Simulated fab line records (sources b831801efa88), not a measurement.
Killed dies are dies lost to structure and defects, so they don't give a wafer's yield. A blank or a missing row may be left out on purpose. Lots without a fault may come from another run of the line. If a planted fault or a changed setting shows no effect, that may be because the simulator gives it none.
One fault seen from 2 desks ; flow sky130 ; numbers are kept per desk, each desk with only its own; the story behind them comes last

TOOL OWNER'S DESK, rie_diel-03
The tool's own readings at SKY_FIELD_ISO_ETCH_14 (etches BARC in N2/H2, stops on SiO2, time 45.9 s, target depth 60 nm): means of the sampled wafers that have a number, for each lot that ran on this tool. Any lot whose mean is over 4 standard deviations away from the usual mean is out of limits and marked OUT; that distance is given in the brackets.
Columns: A = drypump_motor_current_A at SKY_FIELD_ISO_ETCH_14, usual 5.6 A; B = h2_flow_sccm at SKY_FIELD_ISO_ETCH_14, usual 199.9 sccm; C = oes_product_au at SKY_FIELD_ISO_ETCH_14, usual 0.855 a.u.; D = rf_fwd_power_W at SKY_FIELD_ISO_ETCH_14, usual 494.5 W; E = throttle_valve_pct at SKY_FIELD_ISO_ETCH_14, usual 13.225 %
lot;first seen here;A;B;C;D;E
L426;day 2 09:02;5.5;200.0;0.859;493.9;13.226
L427;day 2 16:22;5.2;199.9;0.852;493.0;13.223
L428;day 2 21:35;5.7;199.7;0.858;493.7;13.221
L433;day 4 00:11;5.4;199.9;0.856;492.5;13.219
L434;day 4 05:22;5.5;199.4;0.859;496.2;13.227
L437;day 4 18:55;5.4;199.9;0.854;494.3;13.226
L444;day 6 06:29;6.1;200.3;0.854;547.3 (+24) OUT;13.225
Finding of this desk: L444 out of limits; the first was L444 at day 6 06:29, on rf_fwd_power_W at SKY_FIELD_ISO_ETCH_14. Within limits: L426, L427, L428, L433, L434, L437.

AT THE METROLOGY DESK
Means of the sampled wafers that have a number, per lot and without regard to the tool the lot ran on: this is what the gauges read. Any lot whose mean is over 4 standard deviations away from the usual mean is out of limits and marked OUT; that distance is given in the brackets.
Columns: A = NWELL_01_OVL at SKY_NWELL_OVL_MEAS_23, usual -0.9 nm; B = PWDE_RS at SKY_NWELL_RS_MEAS_31, usual 5284 ohm/sq; C = cd_nm at SKY_VT_ADJUST_NCORE_CD_MEAS_07, usual 379.3 nm
lot;first seen here;A;B;C
L425;day 5 04:16;-0.2;5273;380.1
L426;day 5 06:13;-0.7;5311;386.6
L427;day 5 18:55;0.9;5278;378.7
L428;day 6 09:18;0.9;5280;375.7
L431;day 6 21:49;-1.7;5260;380.9
L432;day 7 03:22;-0.5;5286;378.6
L433;day 7 10:28;-1.6;5282;379.2
L434;day 7 13:39;0.1;5282;379.8
L437;day 8 09:01;-2.0;5288;379.5
L439;day 8 18:01;-0.3;5271;376.0
L440;day 8 23:31;-1.3;5308;382.1
L441;day 9 06:46;-0.9;5279;380.2
L444;day 10 05:40;-2.7;5291;377.3
Result from this desk: across the 13 lots, nothing is out of limits.

ALL TOGETHER
The tool owner's desk had the chance to raise an alarm at day 6 06:29 on L444.
At the metrology desk, nothing out of limits was observed.
The metrology desk holds a record of L444, inside its limits.
All the named lots went through SKY_FIELD_ISO_ETCH_14 on rie_diel-03.

WHAT THE SIMULATOR PUT IN
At SKY_FIELD_ISO_ETCH_14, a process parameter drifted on rie_diel-03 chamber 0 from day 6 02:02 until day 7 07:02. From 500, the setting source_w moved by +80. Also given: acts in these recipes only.
Struck lots among those shown: L444.
How many hours passed from the start of the fault until each desk's first out-of-limits reading: the tool owner's desk, 4.
